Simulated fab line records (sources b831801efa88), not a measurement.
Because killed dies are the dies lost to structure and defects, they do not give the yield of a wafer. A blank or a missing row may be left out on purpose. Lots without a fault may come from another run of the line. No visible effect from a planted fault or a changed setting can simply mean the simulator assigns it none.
A lot that was struck, set against a sound lot | flow sky130 | 15 out of 708 route steps
Sound: the wafers L933.3, L933.5, L933.6. Struck: wafers L927.1, L927.3, L927.4. At the end, the cause is stated.
Per side, at each step with rows, come the tool, then ch with its chambers, and then its first start. Under that, the readings that differ: sound wafers | struck wafers | difference of the means | sigmas: that difference in standard deviations of wafers without a fault.
alike: readings with means less than 2 such deviations apart, plus words and numbers identical on both sides. not compared: withheld readings, readings lacking a value on some wafer, bounds such as >300 that could conceal the same value, and numbers that have no deviation in the record and whose values overlap.
The two part at a step that has a row with sigmas, a row that says differs or no value, or rows on one side only. Numbers that have no deviation but don't overlap get no sigmas and don't part them. A reading missing from all wafers of one side parts the sides only when that side holds two or more wafers.

SKY_VT_ADJUST_LVTN_OVL_MEAS_07:
  struck on overlay-02, day 10 01:29; sound on overlay-01, day 11 22:30
  alike: VT_ADJUST_LVTN_OVL
then, 1 step without rows for these wafers: SKY_VT_ADJUST_LVTN_IMPLANT_08.
SKY_VT_ADJUST_LVTN_STRIP_09: strips in O2/N2.
  sound on plasma-asher-01 ch 0,1, day 11 22:43; struck on plasma-asher-02 ch 0,1, day 10 01:40
  alike: drypump-motor-current-A, oes-product-au, strip-time-to-endpoint-s
  not compared: rf-hours-counter-h
SKY_VT_ADJUST_LVTN_TW_MEAS_10:
  struck on film-metro-03, day 10 01:46; sound on film-metro-03, day 11 22:47
  alike: VT_ADJUST_LVTN_TW
then, 7 steps without rows for these wafers: SKY_VT_ADJUST_LVTN_DEHYDRATE_11 (time 60 s); SKY_VT_ADJUST_LVTN_HMDS_12 (prime time 60 s); SKY_VT_ADJUST_LVTN_COAT_13 (resist thk 1140 nm); SKY_VT_ADJUST_LVTN_SOFTBAKE_14 (time 60 s); SKY_VT_ADJUST_LVTN_EXPOSE_15 (exposes mask HVN STD DERIVED, target cd 600 nm); SKY_VT_ADJUST_LVTN_PEB_16; SKY_VT_ADJUST_LVTN_DEVELOP_17 (develop time 60 s).
SKY_VT_ADJUST_LVTN_OVL_MEAS_18:
  struck on overlay-01, day 11 00:44; sound on overlay-01, day 12 22:25
  alike: VT_ADJUST_LVTN_01_OVL
SKY_VT_ADJUST_LVTN_IMPLANT_19:
  sound on implanter-01 ch 0, day 12 22:29; struck on implanter-04, day 11 00:46
  no value came back on the struck wafers for beam-energy-keV, beam-on-s (s); on the sound wafers beam-energy-keV reads 29.995 29.989 30.005
SKY_VT_ADJUST_LVTN_STRIP_20: strips in O2/N2.
  sound on plasma-asher-01 ch 0,1, day 12 22:37; struck on plasma-asher-03 ch 0,1, day 11 00:55
  alike: drypump-motor-current-A, oes-product-au, strip-time-to-endpoint-s
  not compared: rf-hours-counter-h
SKY_VT_ADJUST_LVTN_TW_MEAS_21:
  struck on film-metro-04, day 11 01:01; sound on film-metro-04, day 12 22:43
  reading             | sound             | struck         | difference | sigmas
  VT_ADJUST_LVTN_2_TW | 189.7 191.0 191.6 | 30.7 30.8 30.8 | -160.0     | -53

## WHERE THEY PART
Last at SKY_VT_ADJUST_LVTN_TW_MEAS_21 as far as this record goes, first at SKY_VT_ADJUST_LVTN_IMPLANT_19.

WHY: the cause the simulator had injected
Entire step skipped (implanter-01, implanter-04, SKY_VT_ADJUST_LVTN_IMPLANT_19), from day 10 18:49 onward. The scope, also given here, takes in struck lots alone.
